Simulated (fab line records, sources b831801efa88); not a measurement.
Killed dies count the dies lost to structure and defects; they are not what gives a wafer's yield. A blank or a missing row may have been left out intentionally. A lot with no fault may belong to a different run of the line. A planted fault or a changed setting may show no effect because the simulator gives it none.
fab line records    flow sky130
record lots=6  wafers=18  lastDay=50
route steps=708 shown VIA2@515 PAD_OPEN@708
lots untouched by any fault: they come from a run of this same line in which no faults occurred
startH: start of the lot's first displayed wafer, in hours after the record's first day    waitH: hours since the lot's step before    " the same as in the row above    L1.1+2: one row covering several wafers at once    - no value present, or no start provided    * or withheld: withheld    < > ~ a bound
route shown NAME@n: names a module that has steps shown in the file, with the first one's number in the route    usual: average and standard deviation across the fault-free wafers    same: alike in all rows    chamber/n: place in a boat    sites: the reading at each site    _std_site: standard deviation across them    _edge_site: outer sites' mean less inner sites'    radiusMm: how far each site lies from the wafer's centre    mask NAME#n: copy n    behind: tool/chamber where the wafer was last shaped    hold: why the lot went on hold/how many hours it stayed there/how the hold came to an end    device: the transistor (n, p or np) that didn't switch    end of line: at the end of the route, the tests of the same wafers    for a step that has no rows: nothing shown but its recipe    killed: the dies lost at the first sort to structure and to defects; this is not the yield of the wafer    map: dies across one wafer; x = killed, . = not, _ = none there
set.NAME: the setting the step ran with; set.NAME@STEP: the setting that earlier step ran with    model.NAME: the simulator's own value behind a step, which no gauge read
lots at selected steps of the route; one table per step, one row per wafer
services: the hour from which a tool's chamber was out of use, counted from the record's first day as startH (under 0 if before that day), plus the number of hours and why
## steps
# step SKY_VIA2_SOFTBAKE_08
# recipe tempC=100  timeS=90  resist=KrF-thick
# step SKY_VIA2_EXPOSE_09
# recipe maskId=VIM2  na=0.8  sourceShape=annular  sigmaInner=0.55  sigmaOuter=0.85  targetCdNm=200  doseMj=38
# step SKY_VIA2_PEB_10
# recipe pebTempC=withheld  pebTimeS=withheld  resist=KrF-thick
# step SKY_VIA2_DEVELOP_11
# recipe developTimeS=60  resist=KrF-thick  devTempC=21
# step SKY_VIA2_CD_MEAS_12
# recipe targetCdNm=200
# usual cdNm=199.7/1.7
lot.wafer  tool      chamber  startH   waitH  cdNm
L804.2     cdSem-02  -        854.47   -      198.9
L804.4     "         -        "        "      199.5
L804.5     "         -        "        "      197.8
L813.2     cdSem-01  -        932.17   -      199.6
L813.3     "         -        "        "      200.6
L813.5     "         -        "        "      199.6
L814.2     cdSem-01  -        934.17   -      199.8
L814.3     "         -        "        "      199.1
L814.6     "         -        "        "      199.4
L815.1     cdSem-02  -        949.30   -      200.1
L815.3     "         -        "        "      200.2
L815.5     "         -        "        "      200.6
L816.1     cdSem-02  -        953.00   -      198.3
L816.2     "         -        "        "      197.6
L816.5     "         -        "        "      198.6
L825.4     cdSem-01  -        1019.71  -      198.3
L825.5     "         -        "        "      197.6
L825.6     "         -        "        "      198.3
# step SKY_VIA2_OVL_MEAS_13
# usual VIA2_OVL=2/5.5
lot.wafer  tool        chamber  startH   waitH  VIA2_OVL[nm]
L804.2     overlay-02  -        854.57   0.1    3
L804.4     "           -        "        "      2
L804.5     "           -        "        "      9
L813.2     overlay-01  -        932.27   0.1    -6
L813.3     "           -        "        "      -7
L813.5     "           -        "        "      -7
L814.2     overlay-02  -        934.27   0.1    -5
L814.3     "           -        "        "      1
L814.6     "           -        "        "      -6
L815.1     overlay-01  -        949.42   0.1    -1
L815.3     "           -        "        "      -7
L815.5     "           -        "        "      -9
L816.1     overlay-01  -        953.12   0.1    11
L816.2     "           -        "        "      4
L816.5     "           -        "        "      6
L825.4     overlay-01  -        1019.79  0.1    1
L825.5     "           -        "        "      -3
L825.6     "           -        "        "      -4
# step SKY_VIA2_ETCH_14
# recipe chemistry=N2/H2  target=BARC  ionEnergyEv=200  sourceW=500  biasW=100  pressureMtorr=30  n2FlowSccm=100  h2FlowSccm=200  stopOn=SiO2  timeS=45.9  targetDepthA=600
# usual drypumpMotorCurrentA=5.7/0.31  oesProductAu=0.855/0.0041  throttleValvePct=13.226/0.0088
lot.wafer  tool        chamber  startH   waitH  drypumpMotorCurrentA  oesProductAu  rfHoursCounterH  throttleValvePct
L804.2     rieDiel-04  0        854.60   0.0    6.3                   0.857         7                13.228
L804.4     "           3        "        "      5.7                   0.856         4                13.243
L804.5     "           3        "        "      5.7                   0.850         -                13.218
L813.2     rieDiel-04  1        932.30   0.0    5.4                   0.850         14               13.222
L813.3     "           0        "        "      6.3                   0.854         9                13.231
L813.5     "           3        "        "      5.6                   0.854         -                13.234
L814.2     rieDiel-04  3        934.30   0.0    5.6                   0.857         7                13.222
L814.3     "           0        "        "      6.3                   0.854         9                13.229
L814.6     "           2        "        "      5.9                   0.845         -                13.227
L815.1     rieDiel-01  2        949.45   0.0    5.9                   0.860         10               13.211
L815.3     "           1        "        "      5.8                   0.856         16               13.228
L815.5     "           0        "        "      5.5                   0.857         -                13.227
L816.1     rieDiel-04  1        953.15   0.0    5.4                   0.855         14               13.236
L816.2     "           0        "        "      6.3                   0.859         10               13.217
L816.5     "           0        "        "      6.3                   0.856         -                13.229
L825.4     rieDiel-02  1        1019.81  0.0    5.4                   0.857         21               13.227
L825.5     "           0        "        "      6.0                   0.859         -                13.230
L825.6     "           3        "        "      5.7                   0.849         -                13.203
# step SKY_VIA2_ETCH_15
# recipe target=SiO2  chemistry=C4F8/O2/Ar  targetDepthNm=546  stopOn=TiN  maskMaterial=KrF-thick  sourceW=1500  biasW=1200  pressureMtorr=40  c4f8FlowSccm=withheld  O2_flow_sccm=6  Ar_flow_sccm=300  timeS=85.76
# usual oesProductAu=0.937/0.0049
lot.wafer  tool        chamber  startH   waitH  oesProductAu  rfHoursCounterH
L804.2     rieDiel-04  0        854.64   0.0    0.943         7
L804.4     "           3        "        "      0.929         4
L804.5     "           3        "        "      0.940         -
L813.2     rieDiel-04  1        932.34   0.0    0.949         14
L813.3     "           0        "        "      0.928         9
L813.5     "           3        "        "      0.940         -
L814.2     rieDiel-04  3        934.34   0.0    0.937         7
L814.3     "           0        "        "      0.939         9
L814.6     "           2        "        "      0.933         -
L815.1     rieDiel-01  2        949.49   0.0    0.951         10
L815.3     "           1        "        "      0.939         16
L815.5     "           0        "        "      0.934         -
L816.1     rieDiel-04  1        953.19   0.0    0.935         14
L816.2     "           0        "        "      0.932         10
L816.5     "           0        "        "      0.940         -
L825.4     rieDiel-02  1        1019.85  0.0    0.936         21
L825.5     "           0        "        "      0.936         -
L825.6     "           3        "        "      0.933         -
# step SKY_VIA2_STRIP_16
# recipe chemistry=O2/N2  powerW=1400  pressureMtorr=1500  platenTempC=withheld  o2FlowSccm=3000  n2FlowSccm=300  overashFraction=0.5
# usual drypumpMotorCurrentA=6.0/0.38  oesProductAu=0.398/0.0042  stripTimeToEndpointS=4.03/0.032
lot.wafer  tool            chamber  startH   waitH  drypumpMotorCurrentA  oesProductAu  rfHoursCounterH  stripTimeToEndpointS
L804.2     plasmaAsher-02  1        854.71   0.0    5.6                   0.397         43               4.06
L804.4     "               1        "        "      5.6                   0.395         -                3.99
L804.5     "               1        "        "      5.6                   0.400         -                3.97
L813.2     plasmaAsher-02  1        932.41   0.0    5.7                   0.398         49               4.05
L813.3     "               0        "        "      6.1                   0.402         -                4.09
L813.5     "               0        "        "      6.1                   0.401         -                3.98
L814.2     plasmaAsher-03  1        934.41   0.0    6.1                   0.391         19               3.98
L814.3     "               0        "        "      5.5                   0.397         -                4.04
L814.6     "               0        "        "      5.5                   0.398         -                4.01
L815.1     plasmaAsher-03  0        949.56   0.0    5.5                   0.394         21               4.07
L815.3     "               1        "        "      6.1                   0.398         -                4.06
L815.5     "               1        "        "      6.1                   0.394         -                4.06
L816.1     plasmaAsher-03  1        953.26   0.0    6.1                   0.391         21               4.01
L816.2     "               0        "        "      5.5                   0.404         21               4.07
L816.5     "               0        "        "      5.6                   0.403         -                4.06
L825.4     plasmaAsher-03  1        1019.95  0.1    6.1                   0.394         -                4.00
L825.5     "               0        "        "      5.5                   0.395         -                4.02
L825.6     "               1        "        "      6.1                   0.398         -                3.96
# step SKY_VIA2_STRIP_17
# recipe chemistry=postEtchResidueRemover  timeS=1200  tempC=72.5
# step SKY_VIA2_CLEAN_18
# recipe chemistry=IPA  timeS=180  tempC=25
# step SKY_VIA2_CLEAN_19
# recipe chemistry=O3/DIW  dry=n2Spin
# step SKY_VIA2_SPUTTER_20
# recipe material=TiN  targetThkNm=20  chamberPressurePa=5  powerW=4000  timeS=80
# usual throttleValvePct=30.2/0.72
lot.wafer  tool           chamber  startH   waitH  throttleValvePct  model.TiN_of_VIA2_SPUTTER_20.thkNm
L804.2     pvdSputter-03  -        855.30   0.0    29.7              19.9
L804.4     "              -        "        "      30.8              19.98
L804.5     "              -        "        "      30.7              19.84
L813.2     pvdSputter-03  -        933.06   0.0    30.5              21.18
L813.3     "              -        "        "      30.1              21.01
L813.5     "              -        "        "      30.0              21.1
L814.2     pvdSputter-04  -        935.04   0.0    29.9              20.16
L814.3     "              -        "        "      30.3              19.93
L814.6     "              -        "        "      31.1              20.03
L815.1     pvdSputter-03  -        950.56   0.0    29.9              21.07
L815.3     "              -        "        "      30.5              21.27
L815.5     "              -        "        "      30.6              21.18
L816.1     pvdSputter-02  -        953.88   0.0    28.8              20.47
L816.2     "              -        "        "      30.4              19.8
L816.5     "              -        "        "      29.4              19.7
L825.4     pvdSputter-03  -        1020.57  0.0    30.3              20.53
L825.5     "              -        "        "      30.5              20.36
L825.6     "              -        "        "      30.6              20.36
# step SKY_VIA2_CVD_21
# recipe material=W  targetThkNm=420  timeS=126.4  tempC=400  pressureTorr=40
# usual heaterPowerW=881/27
lot.wafer  tool     chamber  startH   waitH  heaterPowerW
L804.2     cvdW-02  0        855.40   0.1    875
L804.4     "        0        "        "      894
L804.5     "        0        "        "      869
L813.2     cvdW-02  0        933.12   0.0    856
L813.3     "        0        "        "      882
L813.5     "        1        "        "      877
L814.2     cvdW-02  1        935.10   0.0    897
L814.3     "        1        "        "      878
L814.6     "        1        "        "      877
L815.1     cvdW-01  1        950.62   0.0    874
L815.3     "        1        "        "      881
L815.5     "        0        "        "      858
L816.1     cvdW-01  1        953.94   0.0    879
L816.2     "        0        "        "      842
L816.5     "        0        "        "      857
L825.4     cvdW-02  0        1020.67  0.1    863
L825.5     "        1        "        "      885
L825.6     "        0        "        "      885
# step SKY_PAD_OPEN_PROBE_99
# usual defectLimitedYield=82.4/1.9  killed_at_M0_to_M3=44/7.2  killed_at_M4_up=3.1/1.8  killedAtContacts=25/5.2  killedAtFrontEnd=15/3.9  killedAtOther=0.2/0.5  killedDies=86/9.5  killedOpen=47/7.3  killedShort=40/6  sort_bin_3_pad_short=0.8/0.44  sort_bin_5_function=10.4/1.5  sort_bin_6_memory=6.3/1.1  sortNPass=406/9.5  sortYieldPct=82.4/1.9
# same grossDies=492  killedAtBackSide=0  sort_bin_4_leakage[%]=0  sort_bin_8_speed[%]=0
lot.wafer  tool       chamber  startH   waitH  defectLimitedYield[%]  killed_at_M0_to_M3  killed_at_M4_up  killedAtContacts  killedAtFrontEnd  killedAtOther  killedDies  killedOpen  killedShort  sort_bin_3_pad_short[%]  sort_bin_5_function[%]  sort_bin_6_memory[%]  sortNPass  sortYieldPct[%]
L814.2     prober-01  -        1143.52  0.1    80.9                   41                  1                31                20                1              94          59          35           0.2                      11.4                    7.5                   398        80.9
L814.3     prober-01  -        1143.57  0.2    83.7                   49                  3                17                11                0              80          42          38           1.0                      8.5                     6.7                   412        83.7
L814.6     prober-01  -        1143.72  0.2    85.2                   48                  3                13                9                 0              73          34          39           0.6                      7.3                     6.9                   419        85.2
# killed by level:class
L814.2 CONTACT:geometricParticle:open=14 VIA1:geometricParticle:open=13 LI_CONTACT:geometricParticle:open=8 FIELD_ISO:geometricParticle:short=7 VIA2:geometricParticle:open=7 POLY_GATE:geometricParticle:open=5 FIELD_ISO:geometricParticle:open=4 LOCAL_INTERCONNECT:geometricParticle:short=4
L814.3 VIA2:geometricParticle:open=12 METAL2:geometricParticle:short=9 LI_CONTACT:geometricParticle:open=8 VIA3:geometricParticle:open=6 VIA1:geometricParticle:short=5 VIA1:geometricParticle:open=5 FIELD_ISO:geometricParticle:short=4 METAL1:geometricParticle:short=4
L814.6 VIA1:geometricParticle:open=13 VIA1:geometricParticle:short=8 VIA3:geometricParticle:open=7 CONTACT:geometricParticle:open=5 METAL2:geometricParticle:short=5 VIA2:geometricParticle:short=5 CONTACT:geometricParticle:short=4 FIELD_ISO:geometricParticle:short=3
## services
tool            chamber  startH   hours  kind
cvdW-02         1        844.92   16.4   repair
rieDiel-04      2        863.49   8.6    repair
plasmaAsher-02  -        872.94   14.6   pm
rieDiel-01      1        878.10   1.7    repair
rieDiel-04      0        882.02   5.0    repair
rieDiel-02      0        885.32   19.8   repair
rieDiel-04      1        886.93   14.7   repair
cvdW-01         -        904.00   14.0   pm
pvdSputter-04   -        904.86   0.8    repair
rieDiel-01      1        939.36   1.3    repair
plasmaAsher-03  -        955.23   2.8    pm
rieDiel-02      -        955.24   1.5    repair
plasmaAsher-03  -        958.41   9.6    repair
cvdW-02         0        963.70   3.2    repair
pvdSputter-03   -        980.56   1.7    repair
pvdSputter-03   -        981.29   2.4    repair
cvdW-01         -        987.61   1.8    repair
rieDiel-02      0        992.54   2.4    repair
cvdW-01         0        1002.90  8.3    repair
rieDiel-02      3        1006.26  4.6    repair
pvdSputter-03   -        1007.04  9.2    repair
rieDiel-02      2        1007.23  3.2    repair
pvdSputter-03   -        1015.63  1.5    repair
rieDiel-04      1        1017.73  36.8   repair
## key
firstSign none at tools or gauges
modelEffect step=SKY_VIA2_SPUTTER_20  value=TiN_of_VIA2_SPUTTER_20.thkNm  without=20.19  struck=21.14
metAt SKY_VIA2_SPUTTER_20
struckWafers L813.2,L813.3,L813.5,L815.1,L815.3,L815.5
onsetBetween 855.30 933.06
fault kind=processParameterDrift  tool=pvdSputter-03  chamber=-  onsetH=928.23  steps=SKY_VIA2_SPUTTER_20  channel=timeS  offset=*  shape=step  endH=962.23  actsIn=*  stated=*
